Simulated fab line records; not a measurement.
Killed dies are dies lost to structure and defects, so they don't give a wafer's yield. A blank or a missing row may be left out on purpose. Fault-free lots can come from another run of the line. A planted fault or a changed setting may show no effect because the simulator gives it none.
Struck lot and sound lot, side by side / flow sfqLine / 14 steps out of a route of 325
Sound: these wafers, L315.4, L315.5, L315.6. Struck: wafer L322.4 (left out: L322.1, L322.3 of the same lot, which were not struck); the cause appears at the end.
At each step with rows: each side's tool, then ch and its chambers, then its first start. Under that, the readings that differ: sound wafers / struck wafers / difference of the means / sigmas: that difference in standard deviations of wafers without a fault.
alike: same words and numbers on both sides, and readings whose means sit less than 2 such deviations apart. not compared: any withheld reading, any reading some wafer has no value for, any bound like >300 that may hide the same value, and any number with overlapping values for which the record gives no deviation.
The two part at a step that has a row with sigmas, a row that says differs or no value, or rows on one side only. Non-overlapping numbers with no deviation appear without sigmas and do not part them. Lack of a reading on every wafer of one side parts them only where that side has two or more wafers.

SFQ_TRILAYER_I1_DEP_PECVD_045: deposits SiO2 from SiH4/N2O, time 111.11 s, target thk 500 nm.
  sound on pecvd-02 ch 0,1,2, day 14 23:55; struck on pecvd-03 ch 0, day 17 00:33
  alike: heaterPowerW, susceptorTempC, throttleValvePct
SFQ_TRILAYER_I1_CMP_CMP_046: polishes SiO2.
  sound on cmp-01 ch 0,1,2, day 15 01:33; struck on cmp-01 ch 0, day 17 03:37
  alike: motorCurrentA, timeToEndpointS
SFQ_I1_BOW_MEAS_912:
  sound: filmMetro-02 at day 15 03:37; struck: filmMetro-03 at day 17 05:37
  alike: I1_BOW
SFQ_TRILAYER_I1_METRO_MEASURE_047:
  sound: filmMetro-02 at day 15 04:16; struck: filmMetro-03 at day 17 05:44
  alike: thkNm
then, 6 steps without rows for these wafers: SFQ_TRILAYER_I1_VIA_LITHO_COAT_054 (resist thk 62 nm); SFQ_TRILAYER_I1_VIA_LITHO_COAT_049 (resist thk 650 nm); SFQ_TRILAYER_I1_VIA_LITHO_SOFTBAKE_053; SFQ_TRILAYER_I1_VIA_LITHO_EXPOSE_050 (exposes mask I1, target cd 500 nm); SFQ_TRILAYER_I1_VIA_LITHO_PEB_052 (peb time 60 s); SFQ_TRILAYER_I1_VIA_LITHO_DEVELOP_051 (time 60 s).
-- the record jumps here: 5 days lie between the struck wafers' starts before and after --
SFQ_I1_OVL_MEAS_913:
  sound: overlay-01 at day 19 19:45; struck: overlay-01 at day 22 02:56
  alike: I1_OVL
SFQ_TRILAYER_I1_VIA_BARC_OPEN_VIA_ETCH_071: etches BARC in O2, target depth 125 nm, time 41.7 s.
  sound on rieDiel-02 ch 0,2,3, day 19 19:46; struck on rieDiel-01 ch 0, day 22 02:58
  alike: biasW, drypumpMotorCurrentA, oesProductAu
  not compared: rfHoursCounterH
SFQ_TRILAYER_I1_VIA_ETCH_VIA_ETCH_052: etches SiO2 in CHF3, stops on Nb, target depth 260 nm.
  sound on rieDiel-02 ch 0,2,3, day 19 19:49; struck on rieDiel-01 ch 0, day 22 03:01
reading=biasW (W); sound=79.60 80.10 80.29; struck=96.68; difference=+16.68; sigmas=+70
reading=model.Nb_of_TRILAYER_M1_DEP_SPUTTER_037.thkNm (nm); sound=199.3 197.3 200.5; struck=194.8; difference=-4.2; sigmas=
  alike: drypumpMotorCurrentA, oesProductAu
SFQ_TRILAYER_I1_VIA_STRIP_STRIP_053: strips in O2.
  sound on rieMetal-04 ch 0,1, day 19 20:07; struck on rieMetal-04 ch 0, day 22 03:07
  alike: drypumpMotorCurrentA, oesProductAu
  not compared: rfHoursCounterH

== WHERE THEY PART ==
Only at SFQ_TRILAYER_I1_VIA_ETCH_VIA_ETCH_052, as far as this record shows. Later steps at which nothing parts them and some readings are alike: SFQ_TRILAYER_I1_VIA_STRIP_STRIP_053.

WHY: what had been put in by the simulator
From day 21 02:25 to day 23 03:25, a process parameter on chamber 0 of rieDiel-01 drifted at SFQ_TRILAYER_I1_VIA_ETCH_VIA_ETCH_052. Setting biasW shifted by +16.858 from 80. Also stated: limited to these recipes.
